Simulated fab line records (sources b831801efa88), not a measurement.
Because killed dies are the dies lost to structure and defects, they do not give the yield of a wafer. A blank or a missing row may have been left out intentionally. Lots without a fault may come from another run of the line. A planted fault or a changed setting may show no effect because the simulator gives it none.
Problem report in the 8D (eight disciplines) form, filled by code || flow sfqLine || the parts of the form that need people (team, actions taken, sign-off) are left out

## 1. WHAT WENT WRONG
JJ_NB_RS at SFQ_JJ_RS_MEAS_929 reads a mean of 0.948 ohm/sq on 1 wafer of 1 lot; wafers without a fault read 1.050 ohm/sq with a standard deviation of 0.013. That is -7.8 standard deviations from the usual mean.
The step: measures by four-point-probe.
First observed at day 53 20:36: wafer L822.4, on filmMetro-04. At this step, 39 wafers from 13 lots have a number in the record. Rule for "out", or "out of limits": more than 4 standard deviations from the usual mean. The other wafers with a number count as sound.

## 2. WHAT THIS IS AND IS NOT
{"question": "which readings at this step", "is": "JJ_NB_RS", "is not": "-"}
{"question": "which lots", "is": "L822", "is not": "L809, L810, L811, L812, L813, L823, L825, L828, L829, L830, L831, L832"}
{"question": "which wafers of those lots", "is": "L822.4", "is not": "L822.3, L822.5"}
{"question": "read on which gauges", "is": "filmMetro-04", "is not": "filmMetro-01, filmMetro-03"}
{"question": "when", "is": "from day 53 20:36", "is not": "up to then (17 sound wafers); but 21 sound wafers of L823, L825, L828, L829, L830, L831, L832 came after"}

## 3. WHAT RULES OUT EACH SUSPECT
Counting: if a tool at a process step up to the reading ran every lot that is out, it stays a suspect. Sound lots after the first of them don't rule it out here, since some wafers of a struck lot are sound.
- the gauge at SFQ_JJ_RS_MEAS_929: kept. All the wafers that are out were read on filmMetro-04, and no step on other tools shows them out.
- pvdSputter-05 at SFQ_TRILAYER_M4_DEP_SPUTTER_091 (material Nb, target thk 200 nm, time 133.3 s): kept. The lot that is out, L822, ran on it at day 48 04:28; the last sound lot it ran before that was L812, at day 44 14:13.
- rieDiel-03 at SFQ_TRILAYER_I4_VIA_ETCH_VIA_ETCH_106 (etches SiO2 in CHF3, stops on Nb, target depth 260 nm): kept. The lot that is out, L822, ran on it at day 53 18:28; the last sound lot it ran before that was L813, at day 51 00:21.
- pvdSputter-04 at SFQ_TRILAYER_JJ_TRILAYER_DEP_SPUTTER_112 (material Nb, target thk 170 nm, time 113.3 s): kept. The lot that is out, L822, ran on it at day 53 20:29; the last sound lot it ran before that was L812, at day 50 22:46.
- Within rieDiel-03 at SFQ_TRILAYER_I4_VIA_ETCH_VIA_ETCH_106, the wafers that are out were processed in chamber 1 and their sound lot-mates in chamber 0.
Left after counting: pvdSputter-05 at SFQ_TRILAYER_M4_DEP_SPUTTER_091, rieDiel-03 at SFQ_TRILAYER_I4_VIA_ETCH_VIA_ETCH_106, pvdSputter-04 at SFQ_TRILAYER_JJ_TRILAYER_DEP_SPUTTER_112, filmMetro-04 at SFQ_JJ_RS_MEAS_929.

## 4. THE CAUSE (what the simulator had put in)
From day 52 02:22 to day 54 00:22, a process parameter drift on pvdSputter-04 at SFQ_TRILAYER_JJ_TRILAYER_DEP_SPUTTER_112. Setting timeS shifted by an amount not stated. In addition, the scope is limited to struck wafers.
Of the 4 suspects that counting leaves, this tool is one.

## 5. THE EFFECT CHAIN, in route order
Each row: a reading whose mean over the struck wafers that have a number lies more than 3 standard deviations from the usual. Only readings whose record carries a usual standard deviation are examined. hours: median over the lots of the time between each lot's start at the first step of this table that gives one and its start at this step. sigmas: the change, counted in usual standard deviations.
{"hours": 0, "step": "SFQ_JJ_RS_MEAS_929", "reading": "JJ_NB_RS", "usual": "1.050 ohm/sq", "on struck wafers": 0.948, "change": -0.102, "sigmas": -7.8}

## 6. WHAT WOULD HAVE CAUGHT IT SOONER
Counted from the fault's start at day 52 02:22, it took 42 hours until the first out-of-limits reading at a measuring or inspecting step in this record, taken at day 53 20:36.
Tool readings at SFQ_TRILAYER_JJ_TRILAYER_DEP_SPUTTER_112 with a usual standard deviation given in the record: none out on any struck wafer, hence no alarm at a limit of 4 standard deviations on them.
Lots out: 1; all had begun SFQ_TRILAYER_JJ_TRILAYER_DEP_SPUTTER_112 on pvdSputter-04 by day 53 20:36. None of them would have been spared by holding the tool at that moment.
